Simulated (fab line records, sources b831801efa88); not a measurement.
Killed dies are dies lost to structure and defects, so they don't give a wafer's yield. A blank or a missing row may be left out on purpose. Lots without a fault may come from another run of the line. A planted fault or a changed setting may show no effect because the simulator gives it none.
Problem report in the 8D (eight disciplines) form, filled by code | flow sky130 | the parts of the form that need people (team, actions taken, sign-off) are left out

1. THE PROBLEM
rf_fwd_power_W at SKY_PASSIVATION_ETCH_11 reads a mean of 924.5 W on 2 wafers of 2 lots; wafers without a fault read 796.9 W with a standard deviation of 2.5. That is +51 standard deviations from the usual mean.
The step: etches the open film in CF4/O2, stops on AlCu, target depth 725 nm, time 161.1 s.
First seen on wafer L333.2, day 48 18:54, on rie_diel-04. The record holds 33 wafers of 11 lots with a number at this step. Rule for "out", or "out of limits": more than 4 standard deviations from the usual mean. The other wafers with a number count as sound.

2. WHAT IT IS AND WHAT IT IS NOT
question                    | is                | is not
which readings at this step | rf_fwd_power_W    | drypump_motor_current_A, oes_product_au, throttle_valve_pct
which lots                  | L333, L334        | L318, L319, L320, L321, L322, L324, L325, L328, L329
which wafers of those lots  | L333.2, L334.6    | L333.4, L333.6, L334.3, L334.5
read on which tools         | rie_diel-04       | rie_diel-02, rie_diel-03
when                        | from day 48 18:54 | up to then (29 sound wafers); but 2 sound wafers of L334 came after

3. SUSPECTS, AND WHAT RULES EACH OUT
Counting: a tool at a process step up to the reading stays a suspect if it ran every lot that is out. Sound lots after the first of them don't rule it out here, since some wafers of a struck lot are sound.
- rie_diel-04 at SKY_PASSIVATION_ETCH_11 (etches the open film in CF4/O2, stops on AlCu, target depth 725 nm, time 161.1 s): kept. It ran every lot that is out, first L333 (day 48 18:54); its last sound lot up to then is L328 (day 47 08:25). Its own readings are out on those wafers: rf_fwd_power_W.
- Within rie_diel-04 at SKY_PASSIVATION_ETCH_11: the wafers that are out ran in chamber 3; their sound lot-mates ran in chamber 2.
Left after counting: rie_diel-04 at SKY_PASSIVATION_ETCH_11.

4. THE CAUSE (what the simulator had put in)
Process parameter drift: rie_diel-04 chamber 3, from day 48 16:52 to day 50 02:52, at SKY_PASSIVATION_ETCH_11. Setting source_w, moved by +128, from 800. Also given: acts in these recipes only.
Counting left only this tool.

5. THE CHAIN OF EFFECTS, in route order
Each row: a reading whose mean over the struck wafers that have a number lies more than 3 standard deviations from the usual. Only readings for which the record gives a usual standard deviation are gone through. hours: the time from each lot's start at the first step in this table that gives one to its start at this step, as a median over the lots. sigmas: the change in usual standard deviations.
hours | step                     | reading                  | usual   | on struck wafers | change | sigmas
0     | SKY_PASSIVATION_ETCH_11  | rf_fwd_power_W           | 796.9 W | 924.5            | +127.6 | +51
0     | SKY_PASSIVATION_STRIP_12 | strip_time_to_endpoint_s | 31.54 s | 30.66            | -0.88  | -7.3
The process steps in it:
- SKY_PASSIVATION_ETCH_11: etches the open film in CF4/O2, stops on AlCu, target depth 725 nm, time 161.1 s.
- SKY_PASSIVATION_STRIP_12: strips in O2/N2.

6. WHAT WOULD HAVE CAUGHT IT SOONER
In this record the first reading out of limits was taken at day 48 18:54, 2 hours after the fault began at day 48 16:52.
